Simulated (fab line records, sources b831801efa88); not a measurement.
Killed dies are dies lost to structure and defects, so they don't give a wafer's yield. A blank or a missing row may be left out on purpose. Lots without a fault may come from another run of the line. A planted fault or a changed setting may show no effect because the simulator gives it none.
fab line records | flow sky130
record lots=12 wafers=36 last_day=50
route steps=708 shown METAL1@452 VIA1@478 METAL2@499 METAL3@532 PAD_OPEN@708
lots that met no fault: from a run of the same line without faults
start_h: hours from the record's first day to the start of the lot's first wafer shown | wait_h: hours since the lot's step before | " the same as in the row above | L1.1+2: a row that stands for several wafers | - no value, or no start given | * or withheld: withheld | < > ~ a bound
route shown NAME@n: a module of which the file shows steps, and the number in the route of the first | usual: mean/standard deviation of fault-free wafers | same: alike in all rows | chamber/n: place in a boat | sites: the reading at each site | _std_site: their standard deviation | _edge_site: outer sites' mean less inner sites' | radius_mm: how far each site lies from the wafer's centre | mask NAME#n: copy n | behind: the tool/chamber that last shaped the wafer | hold: why the lot was held/for how many hours/how that ended | device: the transistor (n, p or np) that didn't switch | end of line: the same wafers' tests at the end of the route | a step without rows: its recipe alone | killed: dies lost to structure and defects at the first sort, not the wafer's yield | map: a wafer's dies, x killed, . not, _ none there
set.NAME: the setting as run; set.NAME@STEP: as run at that earlier step | model.NAME: the simulator's own value behind a step, which no gauge read
steps of the route over a sample of lots; a table a step, a row a wafer
services: from which hour (start_h, from the record's first day; less than 0 if before it) a tool's chamber was out of use, for how many hours, and why
## steps
# step SKY_METAL1_ETCH_18
# recipe chemistry=N2/H2 target=BARC ion_energy_ev=200 bias_w=100 pressure_mtorr=30 n2_flow_sccm=100 h2_flow_sccm=200 icp_w=500 stop_on=SiO2 time_s=45.9 target_depth_a=600
# usual drypump_motor_current_A=5.6/0.41 oes_product_au=0.855/0.0048 throttle_valve_pct=13.224/0.009
# columns lot.wafer tool chamber start_h wait_h drypump_motor_current_A oes_product_au rf_hours_counter_h throttle_valve_pct
L837.1 rie_metal-01 0 762.30 0.0 6.3 0.858 12 13.231
L837.2 " 1 " " 5.7 0.850 3 13.230
L837.5 " 0 " " 6.3 0.865 - 13.229
L838.2 rie_metal-02 0 766.82 0.1 5.0 0.863 - 13.229
L838.3 " 0 " " 5.0 0.857 - 13.214
L838.6 " 0 " " 5.1 0.852 - 13.221
L839.3 rie_metal-01 1 777.77 0.0 5.7 0.853 - 13.232
L839.5 " 1 " " 5.7 0.856 - 13.215
L839.6 " 0 " " 6.3 0.861 - 13.229
L841.1 rie_metal-01 1 799.22 0.0 5.7 0.854 5 13.227
L841.4 " 1 " " 5.7 0.856 - 13.213
L841.6 " 0 " " 6.3 0.839 - 13.199
L850.2 rie_metal-02 1 861.60 0.0 5.8 0.859 4 13.238
L850.3 " 1 " " 5.8 0.849 - 13.227
L850.5 " 1 " " 5.8 0.853 - 13.224
L852.1 rie_metal-02 0 877.86 0.0 5.1 0.860 2 13.208
L852.2 " 1 " " 5.8 0.851 5 13.221
L852.4 " 1 " " 5.8 0.847 - 13.212
L853.2 rie_metal-02 1 879.71 0.0 5.8 0.847 5 13.219
L853.3 " 1 " " 5.8 0.853 - 13.209
L853.5 " 0 " " 5.1 0.856 - 13.237
L856.2 rie_metal-02 0 908.85 0.0 5.1 0.853 3 13.202
L856.3 " 1 " " 5.8 0.857 - 13.226
L856.4 " 0 " " 5.1 0.853 - 13.229
L857.1 rie_metal-01 1 914.11 0.0 5.7 0.852 10 13.234
L857.3 " 0 " " 6.3 0.855 - 13.204
L857.5 " 1 " " 5.7 0.851 - 13.238
L858.3 rie_metal-03 0 919.09 0.1 5.6 0.865 - 13.232
L858.4 " 0 " " 5.6 0.857 - 13.220
L858.5 " 0 " " 5.6 0.855 - 13.220
L859.2 rie_metal-01 1 926.72 0.0 5.7 0.858 11 13.211
L859.3 " 1 " " 5.7 0.853 - 13.229
L859.4 " 0 " " 6.3 0.854 - 13.225
L860.1 rie_metal-02 0 932.50 0.0 5.1 0.856 5 13.222
L860.3 " 0 " " 5.1 0.850 - 13.230
L860.4 " 1 " " 5.8 0.848 - 13.230
# step SKY_VIA1_SPUTTER_20
# recipe material=TiN target_thk_nm=20 chamber_pressure_pa=5 power_w=4000 time_s=80
# usual throttle_valve_pct=30.3/1.2
# columns lot.wafer tool chamber start_h wait_h throttle_valve_pct
L837.1 pvd_sputter-03 - 791.12 0.0 27.2
L837.2 " - " " 31.4
L837.5 " - " " 27.2
L838.2 pvd_sputter-01 - 795.16 0.0 31.0
L838.3 " - " " 30.3
L838.6 " - " " 31.2
L839.3 pvd_sputter-04 - 805.46 0.0 32.4
L839.5 " - " " 29.5
L839.6 " - " " 29.0
L841.1 pvd_sputter-03 - 827.51 0.0 31.5
L841.4 " - " " 27.3
L841.6 " - " " 30.4
L850.2 pvd_sputter-01 - 889.66 0.0 30.7
L850.3 " - " " 30.5
L850.5 " - " " 30.3
L852.1 pvd_sputter-04 - 905.02 0.0 32.5
L852.2 " - " " 29.5
L852.4 " - " " 28.8
L853.2 pvd_sputter-01 - 907.96 0.0 30.4
L853.3 " - " " 30.7
L853.5 " - " " 30.6
L856.2 pvd_sputter-04 - 935.61 0.0 29.6
L856.3 " - " " 32.2
L856.4 " - " " 30.1
L857.1 pvd_sputter-01 - 943.08 0.0 31.0
L857.3 " - " " 30.9
L857.5 " - " " 30.4
L858.3 pvd_sputter-04 - 945.34 0.0 29.9
L858.4 " - " " 32.3
L858.5 " - " " 29.0
L859.2 pvd_sputter-04 - 952.97 0.0 28.9
L859.3 " - " " 30.2
L859.4 " - " " 32.1
L860.1 pvd_sputter-04 - 958.76 0.0 30.1
L860.3 " - " " 29.2
L860.4 " - " " 29.7
# step SKY_METAL2_OVL_MEAS_16
# usual METAL2_OVL=-2/5.3
# columns lot.wafer tool chamber start_h wait_h METAL2_OVL[nm]
L837.1 overlay-02 - 818.24 0.1 -3
L837.2 " - " " -9
L837.5 " - " " 0
L838.2 overlay-01 - 822.80 0.1 -6
L838.3 " - " " -1
L838.6 " - " " -7
L839.3 overlay-02 - 832.42 0.1 1
L839.5 " - " " 2
L839.6 " - " " 0
L841.1 overlay-02 - 854.19 0.1 1
L841.4 " - " " 5
L841.6 " - " " 3
L850.2 overlay-01 - 915.24 0.1 -9
L850.3 " - " " -7
L850.5 " - " " -10
L852.1 overlay-02 - 930.44 0.1 -1
L852.2 " - " " 2
L852.4 " - " " 1
L853.2 overlay-02 - 933.09 0.1 5
L853.3 " - " " 3
L853.5 " - " " 1
L856.2 overlay-02 - 961.29 0.1 -6
L856.3 " - " " -1
L856.4 " - " " -5
L857.1 overlay-01 - 968.84 0.1 5
L857.3 " - " " 0
L857.5 " - " " 6
L858.3 overlay-02 - 969.80 0.1 -3
L858.4 " - " " 5
L858.5 " - " " -3
L859.2 overlay-01 - 978.24 0.1 4
L859.3 " - " " 5
L859.4 " - " " 3
L860.1 overlay-02 - 983.60 0.1 -6
L860.3 " - " " -4
L860.4 " - " " -6
# step SKY_METAL3_SPUTTER_00
# recipe material=Ti target_thk_nm=15 power_w=3000 time_s=10 chamber_pressure_pa=0.4
# usual throttle_valve_pct=30.1/1.2
# columns lot.wafer tool chamber start_h wait_h throttle_valve_pct
L837.1 pvd_sputter-01 - 847.09 0.2 31.1
L837.2 " - " " 30.4
L837.5 " - " " 30.4
L838.2 pvd_sputter-02 - 851.59 0.1 29.8
L838.3 " - " " 30.2
L838.6 " - " " 30.2
L839.3 pvd_sputter-01 - 861.45 0.1 30.2
L839.5 " - " " 30.1
L839.6 " - " " 30.7
L841.1 pvd_sputter-04 - 883.53 0.1 29.1
L841.4 " - " " 30.0
L841.6 " - " " 32.6
L850.2 pvd_sputter-02 - 945.31 0.2 31.5
L850.3 " - " " 29.6
L850.5 " - " " 31.3
L852.1 pvd_sputter-01 - 958.20 0.1 31.1
L852.2 " - " " 30.3
L852.4 " - " " 30.8
L853.2 pvd_sputter-02 - 959.87 0.1 29.7
L853.3 " - " " 30.2
L853.5 " - " " 29.6
L856.2 pvd_sputter-01 - 987.37 0.2 30.5
L856.3 " - " " 30.6
L856.4 " - " " 30.7
L857.1 pvd_sputter-02 - 995.06 0.2 29.8
L857.3 " - " " 28.1
L857.5 " - " " 28.0
L858.3 pvd_sputter-04 - 996.56 0.1 32.2
L858.4 " - " " 29.5
L858.5 " - " " 32.3
L859.2 pvd_sputter-02 - 1005.44 0.2 31.5
L859.3 " - " " 27.8
L859.4 " - " " 30.3
L860.1 pvd_sputter-02 - 1008.90 0.1 30.1
L860.3 " - " " 27.9
L860.4 " - " " 31.3
# step SKY_PAD_OPEN_PROBE_99
# usual defect_limited_yield=82.4/1.8 killed_at_M0_to_M3=44/7 killed_at_M4_up=3.0/1.8 killed_at_contacts=24/4.9 killed_at_front_end=15/5 killed_at_other=0.2/0.53 killed_dies=87/8.7 killed_open=48/6.8 killed_short=39/5.7 sort_bin_3_pad_short=0.9/0.42 sort_bin_5_function=10.4/1.5 sort_bin_6_memory=6.3/1.1 sort_n_pass=405/8.7 sort_yield_pct=82.4/1.8
# same gross_dies=492 killed_at_back_side=0 sort_bin_4_leakage[%]=0 sort_bin_8_speed[%]=0
# columns lot.wafer tool chamber start_h wait_h defect_limited_yield[%] killed_at_M0_to_M3 killed_at_M4_up killed_at_contacts killed_at_front_end killed_at_other killed_dies killed_open killed_short sort_bin_3_pad_short[%] sort_bin_5_function[%] sort_bin_6_memory[%] sort_n_pass sort_yield_pct[%]
L850.2 prober-02 - 1150.62 0.1 81.3 51 6 19 16 0 92 48 44 0.8 10.4 7.5 400 81.3
L850.3 prober-02 - 1150.67 0.2 82.3 42 4 23 16 2 87 47 40 0.8 9.6 7.3 405 82.3
L850.5 prober-02 - 1150.77 0.2 83.1 48 0 24 10 1 83 41 42 1.4 9.1 6.3 409 83.1
L856.2 prober-02 - 1180.71 0.1 82.3 50 5 20 12 0 87 41 46 1.0 9.6 7.1 405 82.3
L856.3 prober-02 - 1180.76 0.2 80.1 46 2 27 23 0 98 49 49 1.2 12.6 6.1 394 80.1
L856.4 prober-02 - 1180.81 0.2 82.9 52 2 19 9 2 84 42 42 1.2 10.2 5.7 408 82.9
# killed by level:class
L850.2 VIA1:geometric_particle:open=11 METAL1:geometric_particle:short=7 METAL2:geometric_particle:short=7 VIA3:geometric_particle:open=7 FIELD_ISO:geometric_particle:short=6 LI_CONTACT:geometric_particle:open=6 CONTACT:geometric_particle:open=6 FIELD_ISO:geometric_particle:open=5
L850.3 VIA1:geometric_particle:open=13 LI_CONTACT:geometric_particle:open=6 CONTACT:geometric_particle:open=6 CONTACT:geometric_particle:short=5 METAL1:geometric_particle:short=5 VIA2:geometric_particle:short=5 POLY_GATE:geometric_particle:open=4 VIA1:geometric_particle:short=4
L850.5 VIA3:geometric_particle:open=10 LI_CONTACT:geometric_particle:open=8 VIA1:geometric_particle:open=8 CONTACT:geometric_particle:short=6 VIA1:geometric_particle:short=6 LOCAL_INTERCONNECT:geometric_particle:short=5 METAL3:geometric_particle:short=5 CONTACT:geometric_particle:open=4
L856.2 VIA1:geometric_particle:open=13 VIA3:geometric_particle:open=7 LOCAL_INTERCONNECT:geometric_particle:short=6 VIA1:geometric_particle:short=5 METAL2:geometric_particle:short=5 VIA2:geometric_particle:open=5 VIA2:geometric_particle:short=5 METAL4:geometric_particle:short=5
L856.3 VIA1:geometric_particle:open=10 VIA3:geometric_particle:open=8 FIELD_ISO:geometric_particle:open=7 CONTACT:geometric_particle:open=7 METAL1:geometric_particle:short=7 LI_CONTACT:geometric_particle:open=6 FIELD_ISO:geometric_particle:short=5 POLY_GATE:geometric_particle:short=5
L856.4 VIA2:geometric_particle:open=9 VIA1:geometric_particle:open=8 VIA1:geometric_particle:short=7 CONTACT:geometric_particle:open=6 VIA3:geometric_particle:short=6 CONTACT:geometric_particle:short=5 METAL1:geometric_particle:short=5 FIELD_ISO:geometric_particle:open=4
## services
# columns tool chamber start_h hours kind
rie_metal-03 0 741.71 2.3 repair
pvd_sputter-03 - 743.73 1.4 repair
pvd_sputter-03 - 749.28 1.9 repair
rie_metal-02 1 759.99 - clean
rie_metal-02 1 759.99 21.8 scheduled_down
rie_metal-02 1 759.99 21.8 vent_cycle
pvd_sputter-01 - 772.47 1.0 repair
rie_metal-02 - 772.79 0.2 repair
rie_metal-01 - 773.01 2.9 repair
rie_metal-03 1 794.17 10.0 repair
pvd_sputter-01 - 800.06 5.8 repair
pvd_sputter-04 - 822.10 1.0 repair
rie_metal-03 1 861.57 24.6 repair
pvd_sputter-02 - 879.73 4.7 repair
pvd_sputter-02 - 883.68 1.9 repair
pvd_sputter-02 - 886.52 8.0 repair
pvd_sputter-03 - 889.19 1.2 repair
pvd_sputter-01 - 900.27 2.9 repair
rie_metal-03 0 911.01 4.2 repair
rie_metal-02 - 912.61 4.3 pm
rie_metal-03 1 916.82 2.4 repair
pvd_sputter-02 - 929.84 1.9 repair
pvd_sputter-01 - 978.01 2.5 repair
pvd_sputter-01 - 1004.63 2.2 repair
## key
first_sign step=SKY_METAL1_ETCH_18 reading=oes_product_au direction=down sigmas=3.3 usual=0.855 struck=0.839
effect none on later readings
met_at SKY_METAL1_ETCH_18
struck_lots L841
struck_wafers L841.6
not_acting_at SKY_VIA1_SPUTTER_20,SKY_METAL2_OVL_MEAS_16,SKY_METAL3_SPUTTER_00
onset_between 777.77 799.22
fault kind=process_parameter_drift tool=rie_metal-01 chamber=0 onset_h=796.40 steps=SKY_METAL1_ETCH_18 channel=ion_energy_ev offset=-80 shape=step end_h=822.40 acts_in=these_recipes_only stated=200
